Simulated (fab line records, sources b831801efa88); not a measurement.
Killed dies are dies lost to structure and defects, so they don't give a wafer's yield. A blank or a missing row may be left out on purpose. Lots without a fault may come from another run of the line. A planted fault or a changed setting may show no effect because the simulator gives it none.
Which tool did it? | flow sky130 | 24 lots, 72 wafers sampled, at 1 step of a route of 708

WHAT THE GAUGES READ, wafer by wafer
SKY_METAL1_THK_MEAS_06: measures by xrf.
lot  | measured     | on            | METAL1_ALCU_THK (nm)
L074 | day 31 11:13 | film_metro-03 | 247.6 249.0 250.0
L075 | day 31 21:43 | film_metro-01 | 245.0 244.2 244.8
L076 | day 32 04:23 | film_metro-01 | 255.0 252.1 255.6
L078 | day 32 14:25 | film_metro-01 | 247.8 247.3 247.1
L077 | day 32 15:11 | film_metro-03 | 248.3 248.5 250.6
L079 | day 33 02:55 | film_metro-03 | 251.4 248.1 246.8
L080 | day 33 14:38 | film_metro-02 | 249.7 248.9 249.6
L081 | day 33 22:42 | film_metro-01 | 247.3 246.2 247.0
L083 | day 34 12:03 | film_metro-03 | 248.6 252.5 252.8
L082 | day 34 13:39 | film_metro-01 | 249.3 248.6 246.4
L085 | day 35 00:17 | film_metro-01 | 250.0 252.6 247.3
L084 | day 35 04:32 | film_metro-01 | 247.8 242.9 247.2
L086 | day 35 09:24 | film_metro-02 | 251.8 250.8 250.0
L087 | day 35 19:32 | film_metro-02 | 246.8 252.3 248.3
L088 | day 36 07:50 | film_metro-01 | 250.1 247.6 247.8
L089 | day 36 15:26 | film_metro-02 | 248.4 248.7 248.4
L090 | day 36 20:50 | film_metro-03 | 247.2 246.9 247.8
L091 | day 36 22:45 | film_metro-01 | 242.6 245.5 245.5
L092 | day 37 09:26 | film_metro-02 | 248.7 250.5 249.3
L093 | day 37 20:32 | film_metro-02 | 251.2 247.9 249.7
L094 | day 38 03:49 | film_metro-03 | 250.4 249.8 252.2
L095 | day 38 05:02 | film_metro-02 | 251.0 249.7 253.9
L096 | day 38 12:01 | film_metro-03 | 250.7 248.8 243.9
L097 | day 38 13:55 | film_metro-02 | 248.4 249.6 249.2

WHICH TOOL RAN EACH LOT (tool, then ch and the chambers of the sampled wafers, then the start)
The record holds no process step before these readings.

WHAT THE TOOLS THEMSELVES READ (means of the sampled wafers that have a number; where no wafer has one, the mark that the record gives instead)
The record holds no such reading with a usual standard deviation.

THE ANSWER, worked out from the rows above alone
Rule: what is usual is taken from the lots themselves. Put in order of their means at a reading, lots are off if they are a third of the lots or fewer, leave a main group of 4 or more, and stand apart from it by a gap of 3 or more times the standard deviation of the main group's means; of several such gaps the widest counts. A main group whose means are all the same, to the digits that the tables above print for the reading, isn't used. A lot without any number at a reading at which 4 lots or more have one is off too. The other lots that the step has rows for count as sound. The gauges are gone through in route order, then the tools' own readings, and for those a lot's mean is taken as printed above. The first step at which some lot is off is used, and at that step the reading that is off furthest; a lot without a number counts as furthest.
No lot is off at any reading shown: from this, nothing can be told.

WHAT THE SIMULATOR HAD PUT IN
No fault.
